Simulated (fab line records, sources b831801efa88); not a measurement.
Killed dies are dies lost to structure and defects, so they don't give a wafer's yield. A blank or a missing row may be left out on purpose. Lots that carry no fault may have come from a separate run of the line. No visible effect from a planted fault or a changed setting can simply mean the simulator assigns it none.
Shared-tool check :: flow gf180mcu :: Lots sampled 13, wafers sampled 39

== WHY IT WAS OPENED ==
At GF_VT_IMPLANT_RS_MEAS_47 the reading NWELL_RS is flagged on 3 of 13 lots. Wafers without a fault read 488.2 ohm/sq, standard deviation 1.4.
Rule: a lot is flagged in two cases, either no wafer of it has a number, or all its wafers with numbers fall more than 4 standard deviations from that mean. The rest of the lots are taken to be sound.

lot: L468
measured: day 7 14:53
on: film metro-03
NWELL_RS (ohm/sq), wafer by wafer: 488.4 487.8 487.0
flag: 

lot: L469
measured: day 7 21:50
on: film metro-01
NWELL_RS (ohm/sq), wafer by wafer: 486.1 485.4 485.6
flag: 

lot: L471
measured: day 8 09:19
on: film metro-01
NWELL_RS (ohm/sq), wafer by wafer: 488.1 488.0 487.9
flag: 

lot: L472
measured: day 8 18:05
on: film metro-03
NWELL_RS (ohm/sq), wafer by wafer: 487.7 487.1 486.6
flag: 

lot: L473
measured: day 8 23:58
on: film metro-03
NWELL_RS (ohm/sq), wafer by wafer: 485.8 487.6 488.2
flag: 

lot: L474
measured: day 9 07:44
on: film metro-01
NWELL_RS (ohm/sq), wafer by wafer: 487.5 488.0 487.8
flag: 

lot: L476
measured: day 9 22:04
on: film metro-01
NWELL_RS (ohm/sq), wafer by wafer: 488.1 486.9 486.8
flag: 

lot: L477
measured: day 10 03:22
on: film metro-01
NWELL_RS (ohm/sq), wafer by wafer: 499.2 500.7 499.0
flag: FLAGGED

lot: L478
measured: day 10 08:42
on: film metro-03
NWELL_RS (ohm/sq), wafer by wafer: 499.6 500.1 499.2
flag: FLAGGED

lot: L479
measured: day 10 15:25
on: film metro-04
NWELL_RS (ohm/sq), wafer by wafer: 500.3 501.1 502.6
flag: FLAGGED

lot: L488
measured: day 13 06:08
on: film metro-01
NWELL_RS (ohm/sq), wafer by wafer: 488.3 488.0 487.2
flag: 

lot: L489
measured: day 13 13:14
on: film metro-01
NWELL_RS (ohm/sq), wafer by wafer: 488.6 489.0 489.5
flag: 

lot: L490
measured: day 13 19:15
on: film metro-04
NWELL_RS (ohm/sq), wafer by wafer: 488.7 489.7 489.2
flag: 
On average the flagged lots' numbers are 500.2 ohm/sq, which is +12.0 ohm/sq against the usual, or +9 standard deviations.

== WHICH TOOL RAN EACH LOT ==
The record keeps 1 process step preceding the reading, out of 602 steps on the route. Read each cell as the tool, then ch plus the chambers that the sampled wafers visited, then the start.
lot: L468
flag: 
GF_NWELL_IMPLANT_08: implanter-03 ch 0, day 3 06:58

lot: L469
flag: 
GF_NWELL_IMPLANT_08: implanter-04 ch 0, day 3 13:23

lot: L471
flag: 
GF_NWELL_IMPLANT_08: implanter-03 ch 0, day 3 23:25

lot: L472
flag: 
GF_NWELL_IMPLANT_08: implanter-04 ch 0, day 4 05:46

lot: L473
flag: 
GF_NWELL_IMPLANT_08: implanter-02 ch 0, day 4 11:46

lot: L474
flag: 
GF_NWELL_IMPLANT_08: implanter-03 ch 0, day 4 15:31

lot: L476
flag: 
GF_NWELL_IMPLANT_08: implanter-02 ch 0, day 5 04:28

lot: L477
flag: FLAGGED
GF_NWELL_IMPLANT_08: implanter-03 ch 0, day 5 09:35

lot: L478
flag: FLAGGED
GF_NWELL_IMPLANT_08: implanter-03 ch 0, day 5 14:58

lot: L479
flag: FLAGGED
GF_NWELL_IMPLANT_08: implanter-03 ch 0, day 5 18:50

lot: L488
flag: 
GF_NWELL_IMPLANT_08: implanter-04 ch 0, day 7 21:28

lot: L489
flag: 
GF_NWELL_IMPLANT_08: implanter-02 ch 0, day 8 03:44

lot: L490
flag: 
GF_NWELL_IMPLANT_08: implanter-04 ch 0, day 8 07:23
What is done by these steps:
- GF_NWELL_IMPLANT_08
- GF_VT_IMPLANT_RS_MEAS_47: measures by four-point-probe.

== FLAGGED AGAINST TOTAL, ONE TOOL AT A TIME (gauges that did the reading follow at the end) ==
step: GF_NWELL_IMPLANT_08
tool: implanter-02
lots run: 3
flagged: 0
share of the flagged lots: none
sound lots run after its first flagged lot: -

step: GF_NWELL_IMPLANT_08
tool: implanter-03
lots run: 6
flagged: 3
share of the flagged lots: all
sound lots run after its first flagged lot: 0

step: GF_NWELL_IMPLANT_08
tool: implanter-04
lots run: 4
flagged: 0
share of the flagged lots: none
sound lots run after its first flagged lot: -

step: GF_VT_IMPLANT_RS_MEAS_47
tool: film metro-01
lots run: 7
flagged: 1
share of the flagged lots: some
sound lots run after its first flagged lot: 2 (L488,L489)

step: GF_VT_IMPLANT_RS_MEAS_47
tool: film metro-03
lots run: 4
flagged: 1
share of the flagged lots: some
sound lots run after its first flagged lot: 0

step: GF_VT_IMPLANT_RS_MEAS_47
tool: film metro-04
lots run: 2
flagged: 1
share of the flagged lots: some
sound lots run after its first flagged lot: 1 (L490)

== WHAT IS ALLOWED BY THE TABLE ==
All flagged lots share 1 row of the table, namely implanter-03 at GF_NWELL_IMPLANT_08.
- implanter-03 at GF_NWELL_IMPLANT_08 ran 6 lots, 3 of them flagged. Last sound lot L474 at day 4 15:31, first flagged lot L477 at day 5 09:35; a fault beginning in between fits. Its own readings lie more than 4 standard deviations out on every wafer of the flagged lots: beam energy keV.
Left over: one tool, implanter-03 at GF_NWELL_IMPLANT_08.

== WHAT THE SIMULATOR HAD INSERTED ==
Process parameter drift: implanter-03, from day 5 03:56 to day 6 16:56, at GF_NWELL_IMPLANT_08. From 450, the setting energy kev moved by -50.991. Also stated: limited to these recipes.
Lots struck among those shown: L477, L478, L479. This agrees with what the rule above found.
